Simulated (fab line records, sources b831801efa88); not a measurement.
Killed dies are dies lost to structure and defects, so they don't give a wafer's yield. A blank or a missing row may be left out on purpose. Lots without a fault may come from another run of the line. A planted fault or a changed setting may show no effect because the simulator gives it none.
Which tool did it? | flow sky130 | 14 lots, 42 wafers sampled, at 4 steps of a route of 708

WHAT THE GAUGES READ, wafer by wafer
SKY_VT_ADJUST_HVTR_CD_MEAS_07: target cd 380 nm. Usual: cd_nm 379.7 nm, standard deviation 2.2.
lot  | measured     | on        | cd_nm (nm)        | flag
L264 | day 9 12:57  | cd_sem-01 | 381.8 382.1 379.2 |
L265 | day 9 23:26  | cd_sem-01 | 382.3 382.1 381.6 |
L266 | day 10 04:43 | cd_sem-01 | 380.4 382.6 380.2 |
L267 | day 10 10:32 | cd_sem-01 | 378.9 377.0 378.3 |
L269 | day 11 12:47 | cd_sem-01 | 378.2 379.0 378.9 |
L270 | day 11 17:02 | cd_sem-01 | 376.3 377.6 377.1 |
L271 | day 12 00:23 | cd_sem-02 | 377.0 377.7 377.8 |
L275 | day 13 06:37 | cd_sem-01 | 379.4 379.3 378.3 |
L280 | day 14 20:49 | cd_sem-02 | 383.5 384.8 383.8 |
L281 | day 15 01:39 | cd_sem-01 | 384.1 382.4 382.5 |
L282 | day 15 13:11 | cd_sem-02 | 379.8 380.6 379.9 |
L283 | day 15 19:52 | cd_sem-02 | 379.2 382.2 383.2 |
L284 | day 15 21:44 | cd_sem-01 | 381.8 381.7 380.4 |
L285 | day 16 02:58 | cd_sem-01 | 377.3 377.7 376.0 |

SKY_LDD_P_CD_MEAS_07: target cd 380 nm. Usual: cd_nm 380.4 nm, standard deviation 2.5.
lot  | measured     | on        | cd_nm (nm)        | flag
L264 | day 19 01:03 | cd_sem-01 | 383.2 383.7 381.6 |
L265 | day 19 16:40 | cd_sem-01 | 377.6 377.2 376.7 |
L266 | day 20 01:55 | cd_sem-02 | 383.3 382.0 382.3 |
L267 | day 20 04:56 | cd_sem-02 | 382.2 381.6 382.4 |
L269 | day 21 17:11 | cd_sem-01 | 378.2 380.1 378.5 |
L270 | day 21 22:51 | cd_sem-01 | 379.9 379.1 380.4 |
L271 | day 22 08:05 | cd_sem-01 | 380.2 378.9 379.0 |
L275 | day 23 17:21 | cd_sem-02 | 382.5 381.8 383.1 |
L280 | day 25 11:42 | cd_sem-01 | 377.1 375.8 377.4 |
L281 | day 25 14:29 | cd_sem-01 | 383.6 382.7 383.6 |
L282 | day 26 04:01 | cd_sem-02 | 375.3 371.7 374.6 |
L283 | day 26 11:38 | cd_sem-01 | 376.0 380.9 379.2 |
L284 | day 26 15:04 | cd_sem-02 | 380.5 380.2 380.0 |
L285 | day 26 19:45 | cd_sem-01 | 382.1 380.9 383.5 |

SKY_LDD_HVP_OVL_MEAS_07. Usual: LDD_HVP_OVL -0.4 nm, standard deviation 1.3.
lot  | measured     | on         | LDD_HVP_OVL (nm) | flag
L264 | day 21 16:01 | overlay-02 | -2.2 0.6 -1.2    |
L265 | day 22 06:13 | overlay-01 | -2.2 -0.4 -0.1   |
L266 | day 22 15:37 | overlay-01 | -2.9 -2.0 -1.0   |
L267 | day 22 18:04 | overlay-02 | 1.3 0.5 1.5      |
L269 | day 24 05:07 | overlay-01 | -2.9 0.4 -0.9    |
L270 | day 24 11:28 | overlay-01 | -0.3 -1.7 -0.7   |
L271 | day 24 20:04 | overlay-01 | 0.1 1.7 -0.7     |
L275 | day 26 05:19 | overlay-01 | -1.7 -2.1 -1.1   |
L280 | day 27 21:16 | overlay-01 | 0.9 -0.3 1.1     |
L281 | day 28 01:10 | overlay-01 | -3.8 0.1 -0.9    |
L282 | day 28 14:43 | overlay-02 | 1.4 0.2 0.5      |
L283 | day 28 21:58 | overlay-02 | 1.1 -1.1 0.4     |
L284 | day 29 00:19 | overlay-01 | 0.2 -2.2 -0.9    |
L285 | day 29 05:10 | overlay-01 | 1.5 -1.4 0.1     |

WHICH TOOL RAN EACH LOT (tool, then ch and the chambers of the sampled wafers, then the start)
lot  | SKY_LDD_N_IMPLANT_10
L264 | implanter-02 ch 0, day 17 18:15
L265 | implanter-04 ch 0, day 18 09:01
L266 | implanter-03 ch 0, day 18 17:31
L267 | implanter-04 ch 0, day 18 21:10
L269 | implanter-02 ch 0, day 20 09:39
L270 | implanter-02 ch 0, day 20 14:47
L271 | implanter-04 ch 0, day 21 00:27
L275 | implanter-03 ch 0, day 22 10:07
L280 | implanter-04 ch 0, day 24 04:43
L281 | implanter-04 ch 0, day 24 07:47
L282 | implanter-03 ch 0, day 24 21:37
L283 | implanter-03 ch 0, day 25 05:07
L284 | implanter-03 ch 0, day 25 09:50
L285 | implanter-02 ch 0, day 25 13:31
- SKY_LDD_N_IMPLANT_10

WHAT THE TOOLS THEMSELVES READ (means of the sampled wafers that have a number; where no wafer has one, the mark that the record gives instead)
SKY_LDD_N_IMPLANT_10. Usual: dose_ions_cm2 7.499e+13, standard deviation 8.2e+10; rotation_deg 203.00 degrees, standard deviation 0.042.
lot  | tool         | dose_ions_cm2 | rotation_deg (degrees) | flag
L264 | implanter-02 | 7.502e+13     | 203.01                 |
L265 | implanter-04 | 7.496e+13     | 203.02                 |
L266 | implanter-03 | 7.499e+13     | 203.06                 |
L267 | implanter-04 | 7.499e+13     | 203.00                 |
L269 | implanter-02 | 7.488e+13     | 202.99                 |
L270 | implanter-02 | 7.503e+13     | 203.00                 |
L271 | implanter-04 | 7.494e+13     | 203.01                 |
L275 | implanter-03 | 7.496e+13     | 202.96                 |
L280 | implanter-04 | 7.774e+13     | 202.96                 | OFF
L281 | implanter-04 | 7.772e+13     | 203.00                 | OFF
L282 | implanter-03 | 7.495e+13     | 203.02                 |
L283 | implanter-03 | 7.494e+13     | 202.97                 |
L284 | implanter-03 | 7.497e+13     | 202.99                 |
L285 | implanter-02 | 7.511e+13     | 202.99                 |

THE ANSWER, worked out from the rows above alone
Rule: a lot is off if the mean of its wafers that have a number lies more than 3 standard deviations from the usual mean. A lot without any number at a reading at which 4 lots or more have one is off too. The other lots that the step has rows for count as sound. The gauges are gone through in route order, then the tools' own readings, and for those a lot's mean is taken as printed above. The first step at which some lot is off is used, and at that step the reading that is off furthest; a lot without a number counts as furthest.
Off: L280, L281, at SKY_LDD_N_IMPLANT_10 (dose_ions_cm2).
A tool fits if, at that step or a process step before it, it ran every lot that is off, and no sound lot after the first of them. One fits: implanter-04 at SKY_LDD_N_IMPLANT_10. Its last sound lot is L271 (day 21 00:27), its first lot that is off L280 (day 24 04:43): a fault that began between those two fits.
The tool's own readings at SKY_LDD_N_IMPLANT_10 bear it out: on the lots that are off they differ by more than 5 times the standard deviation of the sound lots' means. dose_ions_cm2 reads 7.773e+13 there against 7.498e+13 on the sound lots.

WHAT THE SIMULATOR HAD PUT IN
Process parameter drift: implanter-04, from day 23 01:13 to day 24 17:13, at SKY_LDD_N_IMPLANT_10. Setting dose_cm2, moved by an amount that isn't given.
Lots struck among those shown: L280, L281. The rule above found the same.
